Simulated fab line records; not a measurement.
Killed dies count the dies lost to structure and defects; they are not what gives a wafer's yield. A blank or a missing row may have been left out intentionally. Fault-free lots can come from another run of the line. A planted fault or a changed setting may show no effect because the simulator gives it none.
fab line records	flow gf180mcu	part 1 of 2: steps 1 to 43 of 44
record: lots: 7	wafers: 21	last-day: 34
route steps=602 shown V4@496 MIM@503 M5@526 PASSIVATION@602
lots untouched by any fault: they come from a run of this same line in which no faults occurred
start-h: hours from the record's first day to the start of the lot's first wafer shown	wait-h: how many hours have passed since the lot's step before this one	" same as the row above	L1.1+2: one row covering several wafers at once	- either no value or no given start	* or withheld: withheld	< > ~ a bound
route shown NAME@n: NAME is a module with steps in the file, n the number in the route of the first one	usual: mean and standard deviation over wafers with no fault	same: alike in all rows	chamber/n: place in a boat	sites: each site's reading	_std_site: standard deviation of those values	_edge_site: the outer-site mean with the inner-site mean subtracted	radius-mm: for every site, how far away it sits from the centre of the wafer	mask NAME#n: copy n	behind: the last tool/chamber to shape the wafer	hold: why the lot was held/for how many hours/how that ended	device: transistor that didn't switch, given as n, p or np	end of line: the same wafers' tests at the end of the route	step lacking rows: just its recipe	killed: count of dies lost to structure and defects at first sort (not the wafer's yield)	map: dies across one wafer; x = killed, . = not, _ = none there
set.NAME: the setting that was run; set.NAME@STEP: the one run at that earlier step	model.NAME: the simulator's own value behind a step, which no gauge read
certain route steps with their lots: each step a table, each wafer a row
services: when a tool's chamber went out of use (start-h, in hours from the record's first day, below 0 if earlier), for how many hours, and the reason
== steps ==
step: GF_V4_CLEAN_20
recipe: chemistry: DIW	dry: n2-spin
step: GF_V4_SPUTTER_21
recipe: material: Ti	target-thk-nm: 15	chamber-pressure-pa: 5	power-w: 2500	substrate-temp-c: 200	time-s: 80.02
step: GF_V4_SPUTTER_22
recipe: material: TiN	target-thk-nm: 10	chamber-pressure-pa: 5	power-w: 4000	time-s: 40
step: GF_V4_CVD_23
recipe: material: W	target-thk-nm: 350	time-s: 104.9	temp-c: 400	pressure-torr: 40
step: GF_V4_RS_MEAS_24
recipe: thk-meas-gauge: four-point-probe	reads: W_of_V4_CVD_23+TiN_of_V4_SPUTTER_22+Ti_of_V4_SPUTTER_21
usual: V4_W_RS: 0.326/0.0038
lot.wafer	tool	chamber	start-h	wait-h	V4_W_RS[ohm/sq]
L743.1	film-metro-02	-	585.65	0.1	0.323
L743.4	"	-	"	"	0.324
L743.6	"	-	"	"	0.327
L746.1	film-metro-02	-	612.68	0.1	0.326
L746.3	"	-	"	"	0.326
L746.4	"	-	"	"	0.327
L753.1	film-metro-02	-	667.88	0.1	0.326
L753.3	"	-	"	"	0.327
L753.4	"	-	"	"	0.325
L754.1	film-metro-04	-	673.86	0.1	0.326
L754.2	"	-	"	"	0.320
L754.3	"	-	"	"	0.325
L755.2	film-metro-04	-	679.67	0.1	0.320
L755.4	"	-	"	"	0.328
L755.5	"	-	"	"	0.321
L760.1	film-metro-04	-	715.90	0.1	0.319
L760.2	"	-	"	"	0.324
L760.4	"	-	"	"	0.325
L761.1	film-metro-04	-	725.30	0.1	0.326
L761.3	"	-	"	"	0.329
L761.6	"	-	"	"	0.328
step: GF_V4_THK_MEAS_25
recipe: thk-meas-gauge: xrf	reads: W_of_V4_CVD_23
usual: V4_W_THK: 349/5.9
lot.wafer	tool	chamber	start-h	wait-h	V4_W_THK[nm]
L743.1	film-metro-02	-	585.77	0.1	350
L743.4	"	-	"	"	345
L743.6	"	-	"	"	342
L746.1	film-metro-02	-	612.80	0.1	347
L746.3	"	-	"	"	347
L746.4	"	-	"	"	345
L753.1	film-metro-02	-	668.00	0.1	344
L753.3	"	-	"	"	344
L753.4	"	-	"	"	346
L754.1	film-metro-04	-	673.98	0.1	349
L754.2	"	-	"	"	355
L754.3	"	-	"	"	350
L755.2	film-metro-04	-	679.78	0.1	355
L755.4	"	-	"	"	347
L755.5	"	-	"	"	353
L760.1	film-metro-04	-	716.02	0.1	358
L760.2	"	-	"	"	351
L760.4	"	-	"	"	350
L761.1	film-metro-04	-	725.42	0.1	348
L761.3	"	-	"	"	345
L761.6	"	-	"	"	347
step: GF_V4_CMP_26
recipe: stop-on: SiO2	down-force-psi: 3.5	platen-rpm: 60	t-overpolish-s: 15	target-thk-nm: 0	pad-velocity-m-s: 0.94248
step: GF_MIM_SPUTTER_00
recipe: material: Ti	target-thk-nm: 37.5	arriving-ion-energy-ev: 80	substrate-temp-c: 200	chamber-pressure-pa: 2	power-w: 4000	time-s: 150
usual: throttle-valve-pct: 30.7/0.57
lot.wafer	tool	chamber	start-h	wait-h	throttle-valve-pct
L743.1	pvd-sputter-04	-	586.13	0.1	31.0
L743.4	"	-	"	"	31.1
L743.6	"	-	"	"	31.2
L746.1	pvd-sputter-01	-	613.16	0.2	31.7
L746.3	"	-	"	"	29.4
L746.4	"	-	"	"	30.4
L753.1	pvd-sputter-04	-	668.36	0.2	31.1
L753.3	"	-	"	"	31.2
L753.4	"	-	"	"	31.0
L754.1	pvd-sputter-03	-	674.57	0.1	30.3
L754.2	"	-	"	"	31.1
L754.3	"	-	"	"	30.8
L755.2	pvd-sputter-01	-	680.13	0.1	30.6
L755.4	"	-	"	"	30.8
L755.5	"	-	"	"	30.7
L760.1	pvd-sputter-01	-	716.38	0.2	31.8
L760.2	"	-	"	"	30.5
L760.4	"	-	"	"	30.2
L761.1	pvd-sputter-04	-	725.78	0.2	30.7
L761.3	"	-	"	"	30.5
L761.6	"	-	"	"	30.7
step: GF_MIM_SPUTTER_01
recipe: material: TiN	target-thk-nm: 30	power-w: 6500	time-s: 25	chamber-pressure-pa: 0.4
step: GF_MIM_SPUTTER_02
recipe: material: AlCu	target-thk-nm: 450	power-w: 10600	time-s: 23.9	chamber-pressure-pa: 0.4
usual: throttle-valve-pct: 30.7/0.56
lot.wafer	tool	chamber	start-h	wait-h	throttle-valve-pct
L743.1	pvd-sputter-04	-	586.26	0.0	31.0
L743.4	"	-	"	"	30.9
L743.6	"	-	"	"	31.4
L746.1	pvd-sputter-01	-	613.29	0.0	31.6
L746.3	"	-	"	"	29.6
L746.4	"	-	"	"	30.2
L753.1	pvd-sputter-04	-	668.49	0.0	30.9
L753.3	"	-	"	"	31.4
L753.4	"	-	"	"	30.8
L754.1	pvd-sputter-03	-	674.70	0.0	30.2
L754.2	"	-	"	"	30.8
L754.3	"	-	"	"	31.1
L755.2	pvd-sputter-01	-	680.26	0.0	30.5
L755.4	"	-	"	"	30.6
L755.5	"	-	"	"	30.7
L760.1	pvd-sputter-01	-	716.51	0.0	31.9
L760.2	"	-	"	"	30.8
L760.4	"	-	"	"	30.3
L761.1	pvd-sputter-04	-	725.91	0.0	31.1
L761.3	"	-	"	"	30.7
L761.6	"	-	"	"	30.8
step: GF_MIM_SPUTTER_03
recipe: material: Ti	target-thk-nm: 10	substrate-temp-c: 300	chamber-pressure-pa: 0.3	power-w: 3000	time-s: 6.7
usual: throttle-valve-pct: 30.7/0.59
lot.wafer	tool	chamber	start-h	wait-h	throttle-valve-pct
L743.1	pvd-sputter-04	-	586.29	0.0	30.7
L743.4	"	-	"	"	30.7
L743.6	"	-	"	"	31.4
L746.1	pvd-sputter-01	-	613.32	0.0	31.8
L746.3	"	-	"	"	29.8
L746.4	"	-	"	"	30.3
L753.1	pvd-sputter-04	-	668.52	0.0	31.0
L753.3	"	-	"	"	31.2
L753.4	"	-	"	"	30.8
L754.1	pvd-sputter-03	-	674.73	0.0	30.5
L754.2	"	-	"	"	30.8
L754.3	"	-	"	"	31.3
L755.2	pvd-sputter-01	-	680.29	0.0	30.3
L755.4	"	-	"	"	30.7
L755.5	"	-	"	"	30.5
L760.1	pvd-sputter-01	-	716.54	0.0	31.9
L760.2	"	-	"	"	30.9
L760.4	"	-	"	"	30.5
L761.1	pvd-sputter-04	-	725.94	0.0	31.0
L761.3	"	-	"	"	30.8
L761.6	"	-	"	"	30.8
step: GF_MIM_SPUTTER_04
recipe: material: TiN	target-thk-nm: 50	power-w: 6500	time-s: 41.7	chamber-pressure-pa: 0.4
usual: throttle-valve-pct: 30.7/0.57
lot.wafer	tool	chamber	start-h	wait-h	throttle-valve-pct
L743.1	pvd-sputter-04	-	586.31	0.0	31.0
L743.4	"	-	"	"	30.9
L743.6	"	-	"	"	31.3
L746.1	pvd-sputter-01	-	613.34	0.0	31.8
L746.3	"	-	"	"	30.0
L746.4	"	-	"	"	30.0
L753.1	pvd-sputter-04	-	668.55	0.0	31.0
L753.3	"	-	"	"	31.1
L753.4	"	-	"	"	31.0
L754.1	pvd-sputter-03	-	674.75	0.0	30.3
L754.2	"	-	"	"	31.0
L754.3	"	-	"	"	31.0
L755.2	pvd-sputter-01	-	680.31	0.0	30.5
L755.4	"	-	"	"	30.6
L755.5	"	-	"	"	30.5
L760.1	pvd-sputter-01	-	716.56	0.0	31.8
L760.2	"	-	"	"	30.6
L760.4	"	-	"	"	30.4
L761.1	pvd-sputter-04	-	725.96	0.0	30.6
L761.3	"	-	"	"	30.5
L761.6	"	-	"	"	30.7
step: GF_MIM_CVD_05
recipe: material: Si3N4	target-thk-nm: 42	temp-max-c: 400	temp-c: 385	time-s: 29.086	rf-w: 450
usual: heater-power-w: 607/120	susceptor-temp-C: 385.02/0.21
lot.wafer	tool	chamber	start-h	wait-h	heater-power-w	susceptor-temp-C	model.Si3N4_of_MIM_CVD_05.thk-nm
L743.1	pecvd-03	2	586.35	0.0	684	384.99	41.81
L743.4	"	0	"	"	451	385.35	41.97
L743.6	"	1	"	"	436	384.64	43.11
L746.1	pecvd-01	0	613.38	0.0	585	384.80	41.69
L746.3	"	2	"	"	669	385.01	41.56
L746.4	"	0	"	"	594	384.86	42.21
L753.1	pecvd-03	2	668.58	0.0	600	384.89	41.17
L753.3	"	0	"	"	474	385.20	13.77
L753.4	"	0	"	"	469	385.03	41.9
L754.1	pecvd-03	0	674.79	0.0	429	385.18	41.36
L754.2	"	1	"	"	477	385.32	41.96
L754.3	"	2	"	"	730	385.31	14.3
L755.2	pecvd-03	2	680.35	0.0	735	385.20	41.1
L755.4	"	0	"	"	421	385.02	41.24
L755.5	"	1	"	"	454	384.97	14.78
L760.1	pecvd-04	0	716.60	0.0	729	384.67	41.04
L760.2	"	2	"	"	680	385.04	41.35
L760.4	"	2	"	"	656	385.06	41.65
L761.1	pecvd-04	0	726.00	0.0	746	385.13	41.81
L761.3	"	1	"	"	531	384.95	41.67
L761.6	"	0	"	"	753	384.98	42.44
step: GF_MIM_THK_MEAS_06
recipe: reads: Si3N4_of_MIM_CVD_05
usual: MIM_CVD_05_THK: 41.8/0.55
lot.wafer	tool	chamber	start-h	wait-h	MIM_CVD_05_THK[nm]
L743.1	film-metro-03	-	586.38	0.0	41.8
L743.4	"	-	"	"	42.0
L743.6	"	-	"	"	43.1
L746.1	film-metro-02	-	613.41	0.0	41.7
L746.3	"	-	"	"	41.5
L746.4	"	-	"	"	42.2
L753.1	film-metro-02	-	668.62	0.0	41.2
L753.3	"	-	"	"	13.8
L753.4	"	-	"	"	41.9
L754.1	film-metro-02	-	674.82	0.0	41.3
L754.2	"	-	"	"	41.9
L754.3	"	-	"	"	14.3
L755.2	film-metro-03	-	680.39	0.0	41.1
L755.4	"	-	"	"	41.2
L755.5	"	-	"	"	14.8
L760.1	film-metro-02	-	716.63	0.0	41.0
L760.2	"	-	"	"	41.4
L760.4	"	-	"	"	41.6
L761.1	film-metro-03	-	726.03	0.0	41.8
L761.3	"	-	"	"	41.7
L761.6	"	-	"	"	42.4
step: GF_MIM_SPUTTER_07
recipe: material: TiN	target-thk-nm: 60	power-w: 6500	time-s: 50	chamber-pressure-pa: 0.4
step: GF_MIM_SPUTTER_08
recipe: material: AlCu	target-thk-nm: 200	power-w: 10600	time-s: 10.6	chamber-pressure-pa: 0.4
step: GF_MIM_SPUTTER_09
recipe: material: TiN	target-thk-nm: 35	power-w: 6500	time-s: 29.2	chamber-pressure-pa: 0.4
step: GF_MIM_RS_MEAS_10
recipe: thk-meas-gauge: four-point-probe	reads: TiN_of_MIM_SPUTTER_09+AlCu_of_MIM_SPUTTER_08+TiN_of_MIM_SPUTTER_07
usual: MIM_ALCU_RS: 0.1624/0.0023
lot.wafer	tool	chamber	start-h	wait-h	MIM_ALCU_RS[ohm/sq]
L743.1	film-metro-03	-	586.54	0.0	0.1664
L743.4	"	-	"	"	0.1647
L743.6	"	-	"	"	0.1663
L746.1	film-metro-03	-	613.57	0.0	0.1658
L746.3	"	-	"	"	0.1646
L746.4	"	-	"	"	0.1658
L753.1	film-metro-02	-	668.78	0.0	0.1623
L753.3	"	-	"	"	0.1627
L753.4	"	-	"	"	0.1596
L754.1	film-metro-01	-	674.99	0.0	0.1575
L754.2	"	-	"	"	0.1588
L754.3	"	-	"	"	0.1606
L755.2	film-metro-01	-	680.56	0.0	0.1644
L755.4	"	-	"	"	0.1637
L755.5	"	-	"	"	0.1635
L760.1	film-metro-01	-	716.79	0.0	0.1594
L760.2	"	-	"	"	0.1600
L760.4	"	-	"	"	0.1601
L761.1	film-metro-02	-	726.19	0.0	0.1604
L761.3	"	-	"	"	0.1580
L761.6	"	-	"	"	0.1605
step: GF_MIM_THK_MEAS_11
recipe: thk-meas-gauge: xrf	reads: AlCu_of_MIM_SPUTTER_08
usual: MIM_ALCU_THK: 196.8/2.8
lot.wafer	tool	chamber	start-h	wait-h	MIM_ALCU_THK[nm]
L743.1	film-metro-03	-	586.66	0.1	192.9
L743.4	"	-	"	"	194.0
L743.6	"	-	"	"	192.5
L746.1	film-metro-03	-	613.69	0.1	192.4
L746.3	"	-	"	"	193.8
L746.4	"	-	"	"	191.8
L753.1	film-metro-02	-	668.90	0.1	197.5
L753.3	"	-	"	"	198.3
L753.4	"	-	"	"	201.4
L754.1	film-metro-01	-	675.11	0.1	200.6
L754.2	"	-	"	"	199.6
L754.3	"	-	"	"	197.9
L755.2	film-metro-01	-	680.67	0.1	193.5
L755.4	"	-	"	"	194.2
L755.5	"	-	"	"	194.1
L760.1	film-metro-01	-	716.91	0.1	198.2
L760.2	"	-	"	"	200.1
L760.4	"	-	"	"	198.4
L761.1	film-metro-02	-	726.31	0.1	201.1
L761.3	"	-	"	"	203.8
L761.6	"	-	"	"	201.3
step: GF_MIM_DEHYDRATE_12
recipe: temp-c: 200	time-s: 60
step: GF_MIM_HMDS_13
recipe: prime-time-s: 60	prime-temp-c: 120
step: GF_MIM_COAT_14
recipe: resist: NOVOLAK	spin-rpm: 3000	resist-thk-nm: 1000
step: GF_MIM_SOFTBAKE_15
recipe: temp-c: 90	time-s: 60	resist: NOVOLAK
step: GF_MIM_EXPOSE_16
recipe: mask-id: FuseTop	target-cd-nm: 2000	na: 0.6	source-shape: conventional	sigma-outer: 0.6	dose-mj: 140
step: GF_MIM_PEB_17
recipe: temp-c: withheld	time-s: *	resist: NOVOLAK
step: GF_MIM_DEVELOP_18
recipe: develop-time-s: 60	dev-temp-c: 23
step: GF_MIM_METAL_ETCH_19
recipe: chemistry: Cl2/BCl3	mask-material: NOVOLAK	stop-on: Si3N4	target-depth-nm: 324.5	pressure-mtorr: 8	icp-w: 800	bias-w: 140	Cl2_flow_sccm: 80	bcl3-flow-sccm: 40	time-s: 54.1
step: GF_MIM_STRIP_20
recipe: chemistry: O2/N2	power-w: 1400	pressure-mtorr: 1500	platen-temp-c: 250	o2-flow-sccm: 3000	n2-flow-sccm: 300	overash-fraction: 0.5
step: GF_MIM_STRIP_21
recipe: chemistry: post-etch-residue-remover	time-s: 1200	temp-c: 72.5
step: GF_MIM_CLEAN_22
recipe: chemistry: DIW	dry: n2-spin
step: GF_M5_DEHYDRATE_00
recipe: temp-c: 200	time-s: 60
step: GF_M5_HMDS_01
recipe: prime-time-s: 60	prime-temp-c: 120
step: GF_M5_COAT_02
recipe: resist: KrF	spin-rpm: withheld	resist-thk-nm: 1000
step: GF_M5_SOFTBAKE_03
recipe: temp-c: 130	time-s: 60	resist: KrF
step: GF_M5_EXPOSE_04
recipe: mask-id: Metal5	target-cd-nm: 280	na: 0.68	source-shape: conventional	sigma-outer: 0.6	dose-mj: 28
step: GF_M5_PEB_05
recipe: peb-temp-c: 135	peb-time-s: 90	resist: KrF
step: GF_M5_DEVELOP_06
recipe: develop-time-s: 60	dev-temp-c: 21
step: GF_M5_CD_MEAS_07
recipe: target-cd-nm: 280
usual: cd-nm: 279.8/1.4
lot.wafer	tool	chamber	start-h	wait-h	cd-nm
L743.1	cd-sem-02	-	627.98	0.1	277.7
L743.4	"	-	"	"	278.5
L743.6	"	-	"	"	278.7
L746.1	cd-sem-01	-	654.66	0.1	278.5
L746.3	"	-	"	"	279.5
L746.4	"	-	"	"	278.1
L753.1	cd-sem-01	-	706.21	0.1	279.4
L753.3	"	-	"	"	280.2
L753.4	"	-	"	"	279.4
L754.1	cd-sem-02	-	711.89	0.1	279.9
L754.2	"	-	"	"	280.5
L754.3	"	-	"	"	280.1
L755.2	cd-sem-01	-	717.58	0.1	279.1
L755.4	"	-	"	"	279.7
L755.5	"	-	"	"	279.6
L760.1	cd-sem-02	-	751.44	0.1	279.4
L760.2	"	-	"	"	278.9
L760.4	"	-	"	"	278.0
L761.1	cd-sem-01	-	760.34	0.1	281.9
L761.3	"	-	"	"	281.2
L761.6	"	-	"	"	282.6
step: GF_M5_OVL_MEAS_08
usual: M5_OVL: 2/5.3
lot.wafer	tool	chamber	start-h	wait-h	M5_OVL[nm]
L743.1	overlay-02	-	628.10	0.1	-7
L743.4	"	-	"	"	5
L743.6	"	-	"	"	1
L746.1	overlay-01	-	654.78	0.1	3
L746.3	"	-	"	"	0
L746.4	"	-	"	"	6
L753.1	overlay-01	-	706.33	0.1	11
L753.3	"	-	"	"	6
L753.4	"	-	"	"	4
L754.1	overlay-02	-	712.01	0.1	-8
L754.2	"	-	"	"	-1
L754.3	"	-	"	"	0
L755.2	overlay-01	-	717.68	0.1	2
L755.4	"	-	"	"	-2
L755.5	"	-	"	"	1
L760.1	overlay-02	-	751.56	0.1	-3
L760.2	"	-	"	"	3
L760.4	"	-	"	"	-2
L761.1	overlay-02	-	760.46	0.1	-1
L761.3	"	-	"	"	1
L761.6	"	-	"	"	4
step: GF_M5_ETCH_09
recipe: chemistry: CF4/O2	target: Si3N4	target-depth-nm: 52	source-w: 800	bias-w: 150	pressure-mtorr: 150	cf4-flow-sccm: 80	O2_flow_sccm: 10	time-s: 11.6
usual: drypump-motor-current-A: 5.8/0.54	oes-product-au: 1.004/0.011	throttle-valve-pct: 5.972/0.0092
lot.wafer	tool	chamber	start-h	wait-h	drypump-motor-current-A	oes-product-au	rf-hours-counter-h	throttle-valve-pct
L743.1	rie-diel-03	3	628.13	0.0	5.4	0.998	19	5.968
L743.4	"	3	"	"	5.4	1.001	-	5.959
L743.6	"	0	"	"	6.4	0.996	-	5.961
L746.1	rie-diel-03	1	654.81	0.0	4.9	1.010	18	5.967
L746.3	"	2	"	"	5.8	1.008	0	5.981
L746.4	"	0	"	"	6.4	0.980	22	5.962
L753.1	rie-diel-03	1	706.36	0.0	4.9	1.004	20	5.975
L753.3	"	0	"	"	6.4	0.996	25	5.970
L753.4	"	2	"	"	5.8	1.019	2	5.976
L754.1	rie-diel-03	0	712.05	0.0	6.4	0.996	25	5.971
L754.2	"	1	"	"	4.9	0.994	20	5.971
L754.3	"	2	"	"	5.8	1.015	2	5.974
L755.2	rie-diel-02	3	717.71	0.0	5.5	1.007	6	5.964
L755.4	"	0	"	"	6.4	1.001	6	5.973
L755.5	"	3	"	"	5.5	1.015	-	5.966
L760.1	rie-diel-03	1	751.60	0.0	4.9	1.006	21	5.985
L760.2	"	3	"	"	5.4	1.005	24	5.981
L760.4	"	2	"	"	5.8	1.014	4	5.977
L761.1	rie-diel-03	1	760.50	0.0	4.9	1.000	22	5.970
L761.3	"	0	"	"	6.4	0.996	27	5.956
L761.6	"	1	"	"	4.9	1.005	-	5.987
step: GF_M5_METAL_ETCH_10
recipe: chemistry: Cl2/BCl3	mask-material: KrF	target-depth-nm: 750.8	stop-on: SiO2	pressure-mtorr: 8	icp-w: 800	bias-w: 140	Cl2_flow_sccm: 80	bcl3-flow-sccm: 40	time-s: 125.1
step: GF_M5_STRIP_11
recipe: chemistry: O2/N2	power-w: 1400	pressure-mtorr: 1500	platen-temp-c: 250	o2-flow-sccm: 3000	n2-flow-sccm: 300	overash-fraction: 0.5
step: GF_M5_STRIP_12
recipe: chemistry: post-etch-residue-remover	time-s: 1200	temp-c: 72.5
usual: bath-guard-temp-C: 72.7/0.49
lot.wafer	tool	chamber	start-h	wait-h	bath-guard-temp-C	model.Si3N4_of_MIM_CVD_05.thk-nm
L743.1	wet-bench-01	1	628.39	0.1	73.0	41.09
L743.4	"	1	"	"	72.9	41.24
L743.6	"	1	"	"	73.1	42.39
L746.1	wet-bench-04	1	655.07	0.1	72.2	40.97
L746.3	"	1	"	"	72.6	40.84
L746.4	"	1	"	"	72.6	41.5
L753.1	wet-bench-03	1	706.62	0.1	72.4	40.46
L753.3	"	1	"	"	72.3	13.06
L753.4	"	1	"	"	72.8	41.18
L754.1	wet-bench-04	0	712.30	0.1	72.5	40.63
L754.2	"	0	"	"	72.3	41.23
L754.3	"	0	"	"	73.1	13.58
L755.2	wet-bench-04	2	717.97	0.1	73.4	40.37
L755.4	"	2	"	"	73.4	40.51
L755.5	"	2	"	"	73.1	14.05
L760.1	wet-bench-03	1	751.98	0.1	72.5	40.32
L760.2	"	1	"	"	73.1	40.63
L760.4	"	1	"	"	72.4	40.93
L761.1	wet-bench-04	1	760.75	0.1	72.3	41.09
L761.3	"	1	"	"	72.8	40.94
L761.6	"	1	"	"	72.0	41.72
== key ==
first-sign: step: GF_MIM_THK_MEAS_06	reading: MIM_CVD_05_THK	direction: down	sigmas: 50	usual: 41.8	struck: 14.3
effect none on later readings
model-effect: step: GF_MIM_CVD_05	value: Si3N4_of_MIM_CVD_05.thk-nm	without: 41.75	struck: 14.28
model-effect: step: GF_M5_STRIP_12	value: Si3N4_of_MIM_CVD_05.thk-nm	without: 41.03	struck: 13.56
model-effect: step: GF_PASSIVATION_PROBE_99	value: etest.tester.sort-n-pass	without: 448	struck: 0
met-at GF_MIM_CVD_05
struck-wafers L753.3,L754.3,L755.5
onset-between 586.35 668.58
fault: kind: process-parameter-drift	tool: pecvd-03	chamber: -	onset-h: 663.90	steps: GF_MIM_CVD_05	channel: target-thk-nm	offset: -27.536	shape: step	end-h: 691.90	scope: struck-wafers-only	acts-in: these-recipes-only	stated: 42
